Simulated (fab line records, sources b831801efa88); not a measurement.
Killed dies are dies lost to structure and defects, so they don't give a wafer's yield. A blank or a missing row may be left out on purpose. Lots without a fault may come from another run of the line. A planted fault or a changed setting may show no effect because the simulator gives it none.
fab line records | flow sky130
record lots=14 wafers=42 last_day=50
route steps=708 shown METAL4@602 PAD_OPEN@708
lots that met no fault: from a run of the same line without faults
start_h: hours from the record's first day to the start of the lot's first wafer shown | wait_h: hours since the lot's step before | " the same as in the row above | L1.1+2: a row that stands for several wafers | - no value, or no start given | * or withheld: withheld | < > ~ a bound
route shown NAME@n: a module of which the file shows steps, and the number in the route of the first | usual: mean/standard deviation of fault-free wafers | same: alike in all rows | chamber/n: place in a boat | sites: the reading at each site | _std_site: their standard deviation | _edge_site: outer sites' mean less inner sites' | radius_mm: how far each site lies from the wafer's centre | mask NAME#n: copy n | behind: the tool/chamber that last shaped the wafer | hold: why the lot was held/for how many hours/how that ended | device: the transistor (n, p or np) that didn't switch | end of line: the same wafers' tests at the end of the route | a step without rows: its recipe alone | killed: dies lost to structure and defects at the first sort, not the wafer's yield | map: a wafer's dies, x killed, . not, _ none there
set.NAME: the setting as run; set.NAME@STEP: as run at that earlier step | model.NAME: the simulator's own value behind a step, which no gauge read
steps of the route over a sample of lots; a table a step, a row a wafer
services: from which hour (start_h, from the record's first day; less than 0 if before it) a tool's chamber was out of use, for how many hours, and why
## steps
# step SKY_METAL4_SPUTTER_04
# recipe material=TiN target_thk_nm=70 power_w=6500 time_s=58.3 chamber_pressure_pa=0.4
# usual cathode_dc_power_W=6500.2/1.2 throttle_valve_pct=30.0/1.1
# columns lot.wafer tool chamber start_h wait_h cathode_dc_power_W throttle_valve_pct
L196.1 pvd_sputter-02 - 917.82 0.0 6498.9 30.2
L196.2 " - " " 6500.4 30.6
L196.6 " - " " 6499.9 30.6
L198.1 pvd_sputter-03 - 940.17 0.0 6499.4 27.7
L198.5 " - " " 6501.0 27.9
L198.6 " - " " 6497.6 30.0
L202.1 pvd_sputter-03 - 996.13 0.0 6502.6 31.3
L202.2 " - " " 6501.2 29.3
L202.4 " - " " 6500.6 28.2
L203.4 pvd_sputter-02 - 1000.24 0.0 6502.8 31.9
L203.5 " - " " 6499.6 29.3
L203.6 " - " " 6501.8 30.3
L204.1 pvd_sputter-02 - 1001.15 0.0 6094.8 30.6
L204.2 " - " " 6498.3 31.9
L204.3 " - " " 6499.8 29.2
L206.1 pvd_sputter-02 - 1001.72 0.0 6500.1 32.1
L206.2 " - " " 6094.1 30.4
L206.5 " - " " 6091.8 30.5
L208.1 pvd_sputter-01 - 1010.89 0.0 6501.9 29.7
L208.3 " - " " 6500.4 30.2
L208.4 " - " " 6500.6 29.7
L210.2 pvd_sputter-03 - 1016.41 0.0 6500.4 29.1
L210.3 " - " " 6501.7 28.1
L210.6 " - " " 6500.8 29.7
L212.2 pvd_sputter-03 - 1036.18 0.0 6500.5 27.7
L212.3 " - " " 6499.2 29.3
L212.5 " - " " 6501.4 29.4
L213.1 pvd_sputter-01 - 1076.36 0.0 6501.1 30.3
L213.3 " - " " 6501.1 29.9
L213.4 " - " " 6502.2 30.3
L216.1 pvd_sputter-01 - 1077.46 0.0 6500.8 30.1
L216.2 " - " " 6500.5 30.4
L216.6 " - " " 6500.4 28.7
L218.2 pvd_sputter-03 - 1079.84 0.0 6500.2 29.5
L218.4 " - " " 6501.1 27.8
L218.5 " - " " 6498.5 31.5
L215.1 pvd_sputter-02 - 1080.37 0.0 6499.6 30.4
L215.2 " - " " 6501.9 29.4
L215.4 " - " " 6501.3 31.9
L219.1 pvd_sputter-01 - 1080.76 0.0 6501.0 30.1
L219.3 " - " " 6501.2 28.8
L219.4 " - " " 6498.0 30.0
# step SKY_PAD_OPEN_PROBE_99
# usual defect_limited_yield=82.5/2 killed_at_M0_to_M3=44/7.1 killed_at_M4_up=3.1/1.8 killed_at_contacts=24/5.3 killed_at_front_end=15/4.5 killed_at_other=0.2/0.42 killed_dies=86/9.6 killed_open=46/6.9 killed_short=40/6.4 sort_bin_3_pad_short=0.8/0.36 sort_bin_5_function=10.3/1.3 sort_bin_6_memory=6.4/1.2 sort_n_pass=406/9.6 sort_yield_pct=82.5/2
# same gross_dies=492 killed_at_back_side=0 sort_bin_4_leakage[%]=0 sort_bin_8_speed[%]=0
# columns lot.wafer tool chamber start_h wait_h defect_limited_yield[%] killed_at_M0_to_M3 killed_at_M4_up killed_at_contacts killed_at_front_end killed_at_other killed_dies killed_open killed_short sort_bin_3_pad_short[%] sort_bin_5_function[%] sort_bin_6_memory[%] sort_n_pass sort_yield_pct[%]
L208.1 prober-01 - 1142.32 0.1 81.7 50 0 26 14 0 90 51 39 0.6 10.2 7.5 402 81.7
L208.3 prober-01 - 1142.42 0.2 83.7 46 1 21 11 1 80 47 33 0.8 9.6 5.9 412 83.7
L208.4 prober-01 - 1142.47 0.2 82.7 43 6 22 14 0 85 43 42 0.6 10.6 6.1 407 82.7
# killed by level:class
L208.1 VIA3:geometric_particle:open=9 LI_CONTACT:geometric_particle:open=9 VIA1:geometric_particle:open=8 CONTACT:geometric_particle:open=7 VIA1:geometric_particle:short=6 VIA2:geometric_particle:open=6 METAL2:geometric_particle:short=5 LOCAL_INTERCONNECT:geometric_particle:short=5
L208.3 VIA1:geometric_particle:open=10 CONTACT:geometric_particle:open=7 VIA1:geometric_particle:short=7 LI_CONTACT:geometric_particle:open=6 METAL1:geometric_particle:open=5 VIA2:geometric_particle:open=5 VIA3:geometric_particle:open=5 LI_CONTACT:geometric_particle:short=4
L208.4 VIA1:geometric_particle:open=9 METAL1:geometric_particle:short=8 LI_CONTACT:geometric_particle:open=8 CONTACT:geometric_particle:open=5 VIA2:geometric_particle:short=5 VIA2:geometric_particle:open=5 METAL4:geometric_particle:short=5 LI_CONTACT:geometric_particle:short=4
## services
# columns tool chamber start_h hours kind
pvd_sputter-01 - 919.96 1.9 repair
pvd_sputter-02 - 1003.35 1.8 repair
pvd_sputter-01 - 1064.74 0.5 repair
pvd_sputter-01 - 1071.49 4.3 repair
## key
first_sign step=SKY_METAL4_SPUTTER_04 reading=cathode_dc_power_W direction=down sigmas=99+ usual=6500.2 struck=6093.6
effect none on later readings
met_at SKY_METAL4_SPUTTER_04
struck_lots L204,L206
struck_wafers L204.1,L206.2,L206.5
onset_between 1000.24 1001.15
fault kind=process_parameter_drift tool=pvd_sputter-02 chamber=- onset_h=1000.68 steps=SKY_METAL4_SPUTTER_04 channel=power_w offset=* shape=step end_h=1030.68 acts_in=* stated=* scope=struck_wafers_only
